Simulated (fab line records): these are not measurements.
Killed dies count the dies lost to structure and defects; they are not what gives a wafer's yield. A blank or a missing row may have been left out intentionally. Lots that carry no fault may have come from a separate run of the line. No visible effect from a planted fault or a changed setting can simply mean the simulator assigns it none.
fab line records	flow sfq_line
[record] lots = 14	wafers = 42	last_day = 91
route steps=325 shown M0@38 M1@66 R5@214
lots that met no fault: from a run of the same line without faults
start_h: hours from the record's opening day to when the first of the lot's shown wafers began	wait_h: hours elapsed since this lot's preceding step	" the same as in the row above	L1.1+2: a row that stands for several wafers	- no value, or no start was given	* or withheld: withheld	< > ~ a bound
route shown NAME@n: names a module that has steps shown in the file, with the first one's number in the route	usual: the fault-free wafers' mean and standard deviation	same: alike in all rows	chamber/n: place in a boat	sites: per-site readings	_std_site: their standard deviation	_edge_site: inner sites' mean taken away from outer sites' mean	radius_mm: how far each site lies from the wafer's centre	mask NAME#n: copy n	behind: the tool/chamber that last shaped the wafer	hold: cause of the lot's hold/its duration in hours/its outcome	device: names the non-switching transistor (n, p or np)	end of line: the route-end tests of the same wafers	a step given without rows: its recipe and nothing more	killed: dies lost to structure and defects at the first sort, not the wafer's yield	map: a wafer's dies, x killed, . not, _ none there
set.NAME: the setting the step ran with; set.NAME@STEP: the setting that earlier step ran with	model.NAME: the simulator's own value behind a step, which no gauge read
the route's steps for a sample of lots (tables are steps, rows are wafers)
services: from which hour (start_h, from the record's first day; less than 0 if before it) a tool's chamber was out of use, for how many hours, and why
[[steps]]
[step SFQ_M0_OVL_MEAS_906]
[usual] M0_OVL = -1/4.1
lot.wafer	tool	chamber	start_h	wait_h	M0_OVL[nm]
L631.4	overlay-02	-	239.81	0.1	-3
L631.5	"	-	"	"	-4
L631.6	"	-	"	"	-3
L632.1	overlay-02	-	249.39	0.1	-3
L632.4	"	-	"	"	-5
L632.6	"	-	"	"	1
L634.1	overlay-02	-	263.79	0.1	-2
L634.2	"	-	"	"	-1
L634.4	"	-	"	"	0
L636.1	overlay-01	-	286.59	0.1	-1
L636.2	"	-	"	"	0
L636.3	"	-	"	"	-4
L637.1	overlay-02	-	293.79	0.1	4
L637.3	"	-	"	"	4
L637.6	"	-	"	"	4
L638.1	overlay-02	-	303.39	0.1	1
L638.4	"	-	"	"	1
L638.5	"	-	"	"	-7
L639.3	overlay-01	-	305.81	0.1	-9
L639.5	"	-	"	"	-8
L639.6	"	-	"	"	-2
L641.3	overlay-02	-	316.40	0.1	-6
L641.4	"	-	"	"	-7
L641.5	"	-	"	"	-4
L643.3	overlay-01	-	324.80	0.1	-6
L643.4	"	-	"	"	-3
L643.6	"	-	"	"	-4
L644.2	overlay-02	-	327.19	0.1	-3
L644.3	"	-	"	"	-1
L644.4	"	-	"	"	1
L645.1	overlay-01	-	328.38	0.1	3
L645.5	"	-	"	"	6
L645.6	"	-	"	"	1
L646.1	overlay-02	-	369.18	0.1	-3
L646.4	"	-	"	"	-4
L646.5	"	-	"	"	-4
L647.3	overlay-02	-	374.00	0.1	6
L647.4	"	-	"	"	3
L647.5	"	-	"	"	0
L648.2	overlay-02	-	387.19	0.1	1
L648.4	"	-	"	"	-3
L648.6	"	-	"	"	4
[step SFQ_TRILAYER_M0_STRIP_STRIP_025]
[recipe] gas = O2	power_w = 200	platen_temp_c = 40	overash_fraction = 0.65	chemistry = O2	pressure_mtorr = 50
[usual] drypump_motor_current_A = 6.1/0.41	oes_product_au = 1.001/0.0076	platen_temp_c = 40.00/0.1
lot.wafer	tool	chamber	start_h	wait_h	drypump_motor_current_A	oes_product_au	platen_temp_c	rf_hours_counter_h
L631.4	rie_metal-01	1	240.21	0.2	5.6	1.011	39.85	-
L631.5	"	0	"	"	5.3	0.998	39.91	-
L631.6	"	1	"	"	5.6	0.998	39.91	-
L632.1	rie_metal-03	1	249.61	0.1	6.0	1.004	39.92	8
L632.4	"	0	"	"	6.4	1.000	40.01	-
L632.6	"	0	"	"	6.4	0.991	40.09	-
L634.1	rie_metal-04	1	264.01	0.1	6.7	0.990	40.12	137
L634.2	"	0	"	"	6.5	1.012	39.96	130
L634.4	"	0	"	"	6.5	1.010	39.93	-
L636.1	rie_metal-03	1	286.81	0.1	6.0	1.003	40.03	14
L636.2	"	0	"	"	6.4	1.003	39.90	28
L636.3	"	1	"	"	6.0	1.005	39.90	-
L637.1	rie_metal-04	0	294.01	0.1	6.4	1.010	40.03	137
L637.3	"	1	"	"	6.6	0.984	40.03	-
L637.6	"	0	"	"	6.4	1.009	40.07	-
L638.1	rie_metal-03	0	303.61	0.1	6.4	1.007	39.90	31
L638.4	"	1	"	"	6.1	1.004	39.80	-
L638.5	"	1	"	"	6.1	1.000	40.20	-
L639.3	rie_metal-03	1	306.21	0.2	6.0	1.009	40.00	-
L639.5	"	0	"	"	6.4	1.001	39.88	-
L639.6	"	1	"	"	6.1	1.013	40.05	-
L641.3	rie_metal-04	0	316.81	0.2	6.5	1.005	40.01	-
L641.4	"	1	"	"	6.6	0.998	40.15	-
L641.5	"	1	"	"	6.6	0.995	40.12	-
L643.3	rie_metal-03	0	325.21	0.2	6.3	0.996	39.96	-
L643.4	"	1	"	"	6.1	1.009	39.95	-
L643.6	"	0	"	"	6.3	0.996	40.12	-
L644.2	rie_metal-03	1	327.41	0.1	6.0	1.009	40.07	21
L644.3	"	1	"	"	6.1	1.008	39.93	-
L644.4	"	0	"	"	6.3	0.997	39.99	-
L645.1	rie_metal-01	1	328.61	0.1	5.6	0.996	39.72	42
L645.5	"	0	"	"	5.4	0.994	40.04	-
L645.6	"	1	"	"	5.6	0.992	39.96	-
L646.1	rie_metal-03	0	369.41	0.1	6.4	0.997	40.03	39
L646.4	"	0	"	"	6.3	0.998	40.06	-
L646.5	"	1	"	"	6.1	1.001	40.00	-
L647.3	rie_metal-03	0	374.41	0.2	6.3	0.997	40.05	-
L647.4	"	1	"	"	6.0	1.008	40.11	-
L647.5	"	1	"	"	6.0	1.007	40.06	-
L648.2	rie_metal-03	1	387.41	0.1	6.1	0.997	39.66	27
L648.4	"	1	"	"	6.1	1.007	39.84	-
L648.6	"	0	"	"	6.4	1.002	39.86	-
[step SFQ_TRILAYER_M1_LITHO_PEB_042]
[recipe] peb_temp_c = 115	peb_time_s = 60	resist = KrF
[usual] chill_plate_temp_C = 23.01/0.098	exhaust_pa = 45.1/0.91	heater_power_total_W = 79.15/0.062
lot.wafer	tool	chamber	start_h	wait_h	chill_plate_temp_C	exhaust_pa	heater_power_total_W
L631.4	litho_track-02	0	510.76	0.5	23.24	44.6	79.25
L631.5	"	0	"	"	23.11	45.2	79.00
L631.6	"	0	"	"	22.97	45.4	79.11
L632.1	litho_track-04	0	522.68	1.0	22.96	45.9	79.16
L632.4	"	0	"	"	22.87	45.2	79.20
L632.6	"	0	"	"	22.77	45.0	79.05
L634.1	litho_track-01	0	541.88	1.0	23.06	44.0	79.14
L634.2	"	0	"	"	23.12	43.5	79.09
L634.4	"	0	"	"	23.08	44.2	79.16
L636.1	litho_track-01	0	567.08	1.0	22.90	43.8	79.23
L636.2	"	0	"	"	22.89	43.9	79.15
L636.3	"	0	"	"	22.90	43.9	79.18
L637.1	litho_track-01	0	589.51	1.0	23.20	45.3	79.20
L637.3	"	0	"	"	22.93	44.0	79.12
L637.6	"	0	"	"	23.11	44.5	79.19
L638.1	litho_track-04	0	602.71	1.0	22.99	44.4	79.16
L638.4	"	0	"	"	22.94	46.3	79.12
L638.5	"	0	"	"	23.04	45.3	79.23
L639.3	litho_track-01	0	610.53	0.7	23.01	45.2	79.23
L639.5	"	0	"	"	23.06	43.9	79.08
L639.6	"	0	"	"	22.85	44.9	79.20
L641.3	litho_track-02	0	623.73	0.7	23.14	45.1	79.15
L641.4	"	0	"	"	23.13	46.1	79.20
L641.5	"	0	"	"	22.81	45.0	79.08
L643.3	litho_track-04	0	635.73	0.7	22.98	44.8	79.17
L643.4	"	0	"	"	22.84	44.7	79.14
L643.6	"	0	"	"	23.06	44.8	79.03
L644.2	litho_track-04	0	640.50	0.8	23.09	47.0	79.21
L644.3	"	0	"	"	23.06	45.5	79.09
L644.4	"	0	"	"	23.00	44.9	79.01
L645.1	litho_track-01	0	641.68	1.0	23.14	45.9	79.24
L645.5	"	0	"	"	23.11	46.9	79.20
L645.6	"	0	"	"	23.02	46.3	79.05
L646.1	litho_track-04	-	678.84	1.0	-	-	-
L646.4	"	-	"	"	-	-	-
L646.5	"	-	"	"	-	-	-
L647.3	litho_track-02	-	682.49	0.7	-	-	-
L647.4	"	-	"	"	-	-	-
L647.5	"	-	"	"	-	-	-
L648.2	litho_track-04	0	697.89	0.8	23.04	45.6	79.17
L648.4	"	0	"	"	22.94	45.3	79.13
L648.6	"	0	"	"	23.11	44.9	79.16
[step SFQ_TRILAYER_R5_DEP_SPUTTER_134]
[recipe] material = Ti	base_pressure_pa = 1.33e-06	target_thk_nm = 5	power_w = 2000	time_s = 5	chamber_pressure_pa = 0.4
[usual] throttle_valve_pct = 30.4/1
lot.wafer	tool	chamber	start_h	wait_h	throttle_valve_pct
L631.4	pvd_sputter-05	-	1539.50	0.0	29.8
L631.5	"	-	"	"	29.3
L631.6	"	-	"	"	29.8
L632.1	pvd_sputter-03	-	1542.49	0.0	30.0
L632.4	"	-	"	"	31.8
L632.6	"	-	"	"	32.2
L634.1	pvd_sputter-04	-	1563.49	0.0	29.5
L634.2	"	-	"	"	31.2
L634.4	"	-	"	"	30.6
L636.1	pvd_sputter-03	-	1578.55	0.0	29.1
L636.2	"	-	"	"	31.6
L636.3	"	-	"	"	29.8
L637.1	pvd_sputter-03	-	1605.49	0.0	29.9
L637.3	"	-	"	"	29.4
L637.6	"	-	"	"	31.9
L638.1	pvd_sputter-04	-	1605.78	0.0	30.8
L638.4	"	-	"	"	31.5
L638.5	"	-	"	"	31.8
L639.3	pvd_sputter-04	-	1608.49	0.0	31.3
L639.5	"	-	"	"	31.5
L639.6	"	-	"	"	29.6
L641.3	pvd_sputter-03	-	1611.49	0.0	31.5
L641.4	"	-	"	"	29.2
L641.5	"	-	"	"	31.8
L643.3	pvd_sputter-05	-	1623.53	0.0	29.4
L643.4	"	-	"	"	29.0
L643.6	"	-	"	"	29.3
L644.2	pvd_sputter-04	-	1626.53	0.0	31.2
L644.3	"	-	"	"	29.5
L644.4	"	-	"	"	31.8
L645.1	pvd_sputter-05	-	1627.49	0.0	29.9
L645.5	"	-	"	"	28.9
L645.6	"	-	"	"	29.9
L646.1	pvd_sputter-04	-	1640.97	0.0	29.4
L646.4	"	-	"	"	30.7
L646.5	"	-	"	"	30.8
L647.3	pvd_sputter-03	-	1651.88	0.0	32.0
L647.4	"	-	"	"	31.7
L647.5	"	-	"	"	31.6
L648.2	pvd_sputter-03	-	1671.42	0.0	31.9
L648.4	"	-	"	"	31.5
L648.6	"	-	"	"	31.8
[[services]]
tool	chamber	start_h	hours	kind
pvd_sputter-03	-	338.42	1.8	repair
rie_metal-03	-	363.98	0.9	repair
pvd_sputter-03	-	397.72	2.0	repair
pvd_sputter-03	-	450.03	4.1	repair
pvd_sputter-03	-	487.64	1.0	repair
rie_metal-03	-	503.94	1.2	repair
pvd_sputter-03	-	549.10	2.4	repair
pvd_sputter-03	-	563.06	2.6	repair
rie_metal-03	0	598.50	10.8	repair
rie_metal-03	1	634.60	9.3	repair
pvd_sputter-03	-	696.18	2.8	repair
rie_metal-03	-	828.78	1.4	pm
pvd_sputter-03	-	852.75	3.6	repair
pvd_sputter-03	-	972.71	2.1	repair
pvd_sputter-03	-	1164.58	5.2	repair
rie_metal-03	-	1184.62	0.5	repair
pvd_sputter-03	-	1233.86	9.0	repair
rie_metal-03	-	1240.86	2.8	pm
pvd_sputter-03	-	1323.34	8.8	repair
pvd_sputter-03	-	1327.12	3.1	repair
rie_metal-03	1	1434.59	7.9	repair
pvd_sputter-03	-	1508.86	3.2	repair
pvd_sputter-03	-	1566.02	1.8	repair
pvd_sputter-03	-	1613.15	5.4	repair
[[key]]
[first_sign] step = SFQ_TRILAYER_M1_LITHO_PEB_042	reading = tool_record	direction = missing
effect none on later readings
met_at SFQ_TRILAYER_M1_LITHO_PEB_042
struck_lots L646,L647
not_acting_at SFQ_M0_OVL_MEAS_906,SFQ_TRILAYER_M0_STRIP_STRIP_025,SFQ_TRILAYER_R5_DEP_SPUTTER_134
onset_between 640.50 678.84
[fault] kind = skipped_step_whole	tool = litho_track-02,litho_track-04	chamber = -	onset_h = 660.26	steps = SFQ_TRILAYER_M1_LITHO_PEB_042	scope = struck_lots_only
